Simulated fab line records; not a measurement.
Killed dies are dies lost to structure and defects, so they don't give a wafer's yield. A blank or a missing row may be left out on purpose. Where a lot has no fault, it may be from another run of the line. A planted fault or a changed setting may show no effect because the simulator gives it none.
Chamber matching + flow gf180mcu + GF_POLY_GATE_ETCH_13 on rie si-01: 4 sister chambers
The step etches poly-Si in HBr/Cl2, stops on SiO2, target depth 198.5 nm, time 69.6 s. 18 wafers are shown with their chamber, then 9 later ones without.

EACH WAFER AND ITS CHAMBER
| wafer  | chamber | drypump motor current A (A) | oes product au (a.u.) | throttle valve pct (%) |
|--------|---------|-----------------------------|-----------------------|------------------------|
| L837.2 | 1       | 4.9                         | 0.976                 | 33.693                 |
| L837.4 | 2       | 5.5                         | 0.985                 | 33.681                 |
| L837.5 | 0       | 5.3                         | 0.993                 | 33.679                 |
| L838.1 | 0       | 5.2                         | 1.005                 | 33.693                 |
| L838.3 | 1       | 4.9                         | 0.985                 | 33.679                 |
| L838.4 | 2       | 5.5                         | 0.995                 | 33.679                 |
| L839.1 | 2       | 5.5                         | 0.998                 | 33.688                 |
| L839.3 | 3       | 6.0                         | 0.980                 | 33.687                 |
| L839.6 | 0       | 5.3                         | 1.001                 | 33.681                 |
| L840.1 | 0       | 5.2                         | 0.995                 | 33.688                 |
| L840.2 | 2       | 5.5                         | 0.992                 | 33.689                 |
| L840.5 | 0       | 5.2                         | 0.988                 | 33.676                 |
| L842.3 | 1       | 4.9                         | 0.979                 | 33.670                 |
| L842.4 | 3       | 5.9                         | 0.985                 | 33.687                 |
| L842.6 | 0       | 5.3                         | 0.976                 | 33.697                 |
| L845.3 | 0       | 5.2                         | 0.990                 | 33.677                 |
| L845.4 | 2       | 5.5                         | 0.986                 | 33.688                 |
| L845.6 | 1       | 4.9                         | 0.979                 | 33.688                 |

SIGNATURES (means of the wafers above)
| reading                 | chamber 0 | chamber 1 | chamber 2 | chamber 3 | scatter within a chamber |
|-------------------------|-----------|-----------|-----------|-----------|--------------------------|
| drypump motor current A | 5.243     | 4.900     | 5.500     | 5.950     | 0.0398                   |
| oes product au          | 0.99257   | 0.97975   | 0.99120   | 0.98250   | 0.00715                  |
| throttle valve pct      | 33.68443  | 33.68250  | 33.68500  | 33.68700  | 0.00759                  |
Rule: for a wafer and a chamber, the distance is found by dividing, reading by reading, the gap between the wafer's reading and the chamber's mean by the reading's scatter, squaring, summing and taking the root. If the next closest chamber is less than 2 further off than the closest, the wafer can't be placed; otherwise it belongs to the closest. The scatter: the root of (the sum of the squares of (reading less its chamber's mean) over the shown wafers, divided by (wafers less chambers)).

WAFERS WITHOUT THEIR CHAMBER
| wafer  | drypump motor current A (A) | oes product au (a.u.) | throttle valve pct (%) |
|--------|-----------------------------|-----------------------|------------------------|
| L847.1 | 6.0                         | 0.989                 | 33.688                 |
| L847.3 | 5.5                         | 0.987                 | 33.686                 |
| L847.4 | 4.9                         | 0.991                 | 33.683                 |
| L848.1 | 5.5                         | 0.995                 | 33.683                 |
| L848.3 | 5.2                         | 0.975                 | 33.693                 |
| L848.5 | 5.6                         | 0.987                 | 33.683                 |
| L849.2 | 4.9                         | 0.983                 | 33.680                 |
| L849.3 | 6.0                         | 0.987                 | 33.690                 |
| L849.5 | 5.2                         | 0.986                 | 33.699                 |

WHICH CHAMBER EACH WENT THROUGH
| wafer  | from the rows above | in truth |
|--------|---------------------|----------|
| L847.1 | 3                   | 3        |
| L847.3 | 2                   | 2        |
| L847.4 | 1                   | 1        |
| L848.1 | 2                   | 2        |
| L848.3 | 0                   | 0        |
| L848.5 | 2                   | 2        |
| L849.2 | 1                   | 1        |
| L849.3 | 3                   | 3        |
| L849.5 | 0                   | 0        |
9 of 9 placed correctly. Not placeable from these rows: 0. Placed wrongly: 0.
